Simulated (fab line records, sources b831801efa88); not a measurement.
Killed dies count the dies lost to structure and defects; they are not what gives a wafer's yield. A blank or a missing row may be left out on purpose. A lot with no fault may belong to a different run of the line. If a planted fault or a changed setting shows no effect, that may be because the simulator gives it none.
What tool caused it? :: flow sky130 :: 9 lots with 27 wafers sampled at 4 steps, on a route of 708 steps

WHAT THE GAUGES SHOWED, per wafer
SKY_METAL5_RS_MEAS_05: the measuring method here is four-point-probe.
lot: L142
measured: day 42 11:40
on: filmMetro-03
METAL5_ALCU_RS (ohm/sq): 0.0273 0.02723 0.02738

lot: L144
measured: day 43 14:46
on: filmMetro-04
METAL5_ALCU_RS (ohm/sq): 0.02714 0.02728 0.02707

lot: L146
measured: day 44 03:07
on: filmMetro-01
METAL5_ALCU_RS (ohm/sq): 0.02749 0.02729 0.02729

lot: L149
measured: day 44 22:05
on: filmMetro-04
METAL5_ALCU_RS (ohm/sq): 0.02777 0.02776 0.02789

lot: L153
measured: day 45 14:26
on: filmMetro-04
METAL5_ALCU_RS (ohm/sq): 0.0272 0.02725 0.0419

lot: L152
measured: day 45 19:25
on: filmMetro-03
METAL5_ALCU_RS (ohm/sq): 0.02761 0.02769 0.02782

lot: L158
measured: day 47 01:10
on: filmMetro-04
METAL5_ALCU_RS (ohm/sq): 0.02698 0.0409 0.02718

lot: L162
measured: day 48 17:05
on: filmMetro-03
METAL5_ALCU_RS (ohm/sq): 0.02781 0.02771 0.02786

lot: L163
measured: day 48 19:58
on: filmMetro-01
METAL5_ALCU_RS (ohm/sq): 0.02728 0.02687 0.02688

WHICH TOOL RAN EACH LOT (tool, then ch and the chambers of the sampled wafers, then the start)
lot: L142
SKY_VIA4_STRIP_13: plasmaAsher-01 ch 0,1, day 42 10:09
SKY_VIA4_SPUTTER_17: pvdSputter-01, day 42 10:47
SKY_METAL5_SPUTTER_02: pvdSputter-02, day 42 11:31

lot: L144
SKY_VIA4_STRIP_13: plasmaAsher-04 ch 0,1, day 43 13:18
SKY_VIA4_SPUTTER_17: pvdSputter-01, day 43 13:53
SKY_METAL5_SPUTTER_02: pvdSputter-02, day 43 14:38

lot: L146
SKY_VIA4_STRIP_13: plasmaAsher-04 ch 0,1, day 44 01:14
SKY_VIA4_SPUTTER_17: pvdSputter-02, day 44 01:53
SKY_METAL5_SPUTTER_02: pvdSputter-03, day 44 02:59

lot: L149
SKY_VIA4_STRIP_13: plasmaAsher-01 ch 0,1, day 44 20:17
SKY_VIA4_SPUTTER_17: pvdSputter-01, day 44 21:14
SKY_METAL5_SPUTTER_02: pvdSputter-03, day 44 21:58

lot: L153
SKY_VIA4_STRIP_13: plasmaAsher-03 ch 0, day 45 12:57
SKY_VIA4_SPUTTER_17: pvdSputter-04, day 45 13:35
SKY_METAL5_SPUTTER_02: pvdSputter-02, day 45 14:19

lot: L152
SKY_VIA4_STRIP_13: plasmaAsher-01 ch 0,1, day 45 17:54
SKY_VIA4_SPUTTER_17: pvdSputter-02, day 45 18:32
SKY_METAL5_SPUTTER_02: pvdSputter-03, day 45 19:17

lot: L158
SKY_VIA4_STRIP_13: plasmaAsher-03 ch 0,1, day 46 23:41
SKY_VIA4_SPUTTER_17: pvdSputter-01, day 47 00:16
SKY_METAL5_SPUTTER_02: pvdSputter-02, day 47 01:00

lot: L162
SKY_VIA4_STRIP_13: plasmaAsher-03 ch 0,1, day 48 15:27
SKY_VIA4_SPUTTER_17: pvdSputter-01, day 48 16:05
SKY_METAL5_SPUTTER_02: pvdSputter-01, day 48 16:58

lot: L163
SKY_VIA4_STRIP_13: plasmaAsher-04 ch 0,1, day 48 18:24
SKY_VIA4_SPUTTER_17: pvdSputter-02, day 48 18:59
SKY_METAL5_SPUTTER_02: pvdSputter-01, day 48 19:49
- SKY_VIA4_STRIP_13: strips in O2/N2.
- SKY_VIA4_SPUTTER_17: material TiN, target thk 20 nm, time 80 s.
- SKY_METAL5_SPUTTER_02: material AlCu, target thk 1150 nm, time 61.2 s.

THE ANSWER, worked out from the rows above alone
Rule: usual is defined by the lots themselves. Put in order of their means at a reading, lots are off if they are a third of the lots or fewer, leave a main group of 4 or more, and stand apart from it by a gap of 3 or more times the standard deviation of the main group's means; of several such gaps the widest counts. The tables above print the reading to a certain number of digits; a main group whose means all agree to those digits is not used. A lot without any number at a reading at which 4 lots or more have one is off too. All remaining lots with rows at the step are treated as sound.
Off: L153, L158, seen at SKY_METAL5_RS_MEAS_05 (METAL5_ALCU_RS). Mean 0.02745 ohm/sq and standard deviation 0.0003 in the main group.
A tool fits if, at a process step before that reading, it ran every lot that is off, and no sound lot after the first of them. Those tools and the gauges at SKY_METAL5_RS_MEAS_05 are tried in the same way. Can't be told from this: 2 tools fit, pvdSputter-02 at SKY_METAL5_SPUTTER_02, filmMetro-04 at SKY_METAL5_RS_MEAS_05.

WHAT THE SIMULATOR HAD INSERTED
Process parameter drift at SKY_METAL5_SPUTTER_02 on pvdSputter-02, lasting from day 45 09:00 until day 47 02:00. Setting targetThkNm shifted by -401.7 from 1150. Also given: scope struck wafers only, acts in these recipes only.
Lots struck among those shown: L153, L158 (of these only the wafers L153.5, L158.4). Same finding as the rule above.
